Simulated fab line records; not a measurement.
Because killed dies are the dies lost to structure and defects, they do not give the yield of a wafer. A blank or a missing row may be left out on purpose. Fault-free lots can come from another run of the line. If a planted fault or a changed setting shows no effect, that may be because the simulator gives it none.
A struck lot beside a sound one | flow sky130 | 15 steps out of a route of 708
Sound: these wafers, L149.1, L149.2, L149.6. The struck wafers were L165.1, L165.2, L165.6. The cause is named last.
For every step that has rows: the tool of each side, followed by ch and its chambers, followed by its first start. Under that, the readings that differ: sound wafers | struck wafers | difference of the means | sigmas: that difference in standard deviations of wafers without a fault.
alike: a reading whose means differ by less than 2 such deviations, as well as words and numbers matching on both sides. not compared: withheld readings; readings where some wafer has no value; bounds like >300 that might hide an equal value; numbers whose values overlap and for which the record gives no deviation.
Wherever a step has rows on one side only, a row that says differs or no value, or a row with sigmas, the two part there. Numbers that have no deviation but don't overlap get no sigmas and don't part them. Lack of a reading on every wafer of one side parts them only where that side has two or more wafers.

SKY_CAPM_SPUTTER_02: material TiN, target thk 200 nm, time 166.7 s.
  sound on pvdSputter-02 at day 37 22:48; struck on pvdSputter-01 at day 43 11:27
  alike: throttleValvePct
SKY_CAPM_RS_MEAS_03: the measuring method here is four-point-probe.
  sound on filmMetro-01 at day 37 22:55; struck on filmMetro-03 at day 43 11:34
  alike: CAPM_TIN_RS
SKY_CAPM_THK_MEAS_04: measures by xrf.
  sound on filmMetro-01 at day 37 23:02; struck on filmMetro-03 at day 43 11:41
  alike: CAPM_TIN_THK
then, 7 steps without rows for these wafers: SKY_CAPM_DEHYDRATE_05 (time 60 s); SKY_CAPM_HMDS_06 (prime time 60 s); SKY_CAPM_COAT_07 (resist thk 1140 nm); SKY_CAPM_SOFTBAKE_08 (time 60 s); SKY_CAPM_EXPOSE_09 (exposes mask CAPM, target cd 1000 nm); SKY_CAPM_PEB_10; SKY_CAPM_DEVELOP_11 (develop time 60 s).
SKY_CAPM_OVL_MEAS_12:
  sound on overlay-01 at day 39 00:01; struck on overlay-01 at day 44 09:23
  alike: CAPM_OVL
SKY_CAPM_METAL_ETCH_13: etches TiN in Cl2/BCl3, stops on SiO2, target depth 220 nm, time 62.9 s.
  sound on rieMetal-02 ch 0,1, day 39 00:03; struck on rieMetal-02 ch 0,1, day 44 09:25
  alike: drypumpMotorCurrentA, oesProductAu, rfFwdPowerW, throttleValvePct
  not compared: rfHoursCounterH
SKY_CAPM_STRIP_14: strips in O2/N2.
  sound on plasmaAsher-03 ch 0,1, day 39 00:08; struck on plasmaAsher-04 ch 0,1, day 44 09:29
  no value came back on the struck wafers for chamberPressureMTorr (mTorr), drypumpMotorCurrentA (A), oesProductAu (a.u.), stripTimeToEndpointS (s); on the sound wafers chamberPressureMTorr (mTorr) reads 1500.7 1499.8 1498.5
reading                                  | sound | struck            | difference | sigmas
model.NOVOLAK_of_CAPM_COAT_07.thkNm (nm) | 0 0 0 | 991.6 992.6 994.5 | +992.9     | 
  not compared: rfHoursCounterH
then, 1 step without rows for these wafers: SKY_CAPM_STRIP_15 (strips in post etch residue remover, time 1200 s).
-- the record jumps here: 7 days lie between the struck wafers' starts before and after (it left off in module CAPM and takes up again in module PAD_OPEN, whose first step shown is number 708 of the route) --
SKY_PAD_OPEN_PROBE_99:
  sound on prober-01 at day 47 01:48; struck on prober-01 at day 51 02:58
reading                  | sound          | struck         | difference | sigmas
defectLimitedYield (%)   | 83.9 84.1 81.7 | 0 0.4 0.4      | -83        | -46
killed_at_M0_to_M3       | 39 45 45       | 9 7 7          | -35        | -6
killedAtContacts         | 25 21 27       | 4 3 1          | -22        | -4
killedAtFrontEnd         | 15 10 16       | 1 5 5          | -10        | -2
killedAtOther            | 0 0 0          | 478 473 477    | +476       | +99 or more
killedDies               | 79 78 90       | 492 490 490    | +408       | +45
killedOnRim              | 20 20 15       | 96 96 96       | +78        | +21
killedOpen               | 50 38 52       | 9 10 2         | -40        | -6
killedShort              | 28 39 36       | 5 7 10         | -27        | -4
sort_bin_3_pad_short (%) | 0.4 1.2 0.6    | 25.8 24.0 26.8 | +24.8      | +55
sort_bin_5_function (%)  | 8.9 10.0 11.0  | 71.7 72.8 69.9 | +61.5      | +44
sort_bin_6_memory (%)    | 6.7 4.7 6.7    | 2.4 2.8 2.8    | -3.4       | -3
sortNPass                | 413 414 402    | 0 2 2          | -408       | -45
sortYieldPct (%)         | 83.9 84.1 81.7 | 0 0.4 0.4      | -83        | -46
  alike: killed_at_M4_up

WHERE THEY PART
At SKY_CAPM_STRIP_14 first; at SKY_PAD_OPEN_PROBE_99 last (within this record only).

WHY: whatever the simulator had introduced
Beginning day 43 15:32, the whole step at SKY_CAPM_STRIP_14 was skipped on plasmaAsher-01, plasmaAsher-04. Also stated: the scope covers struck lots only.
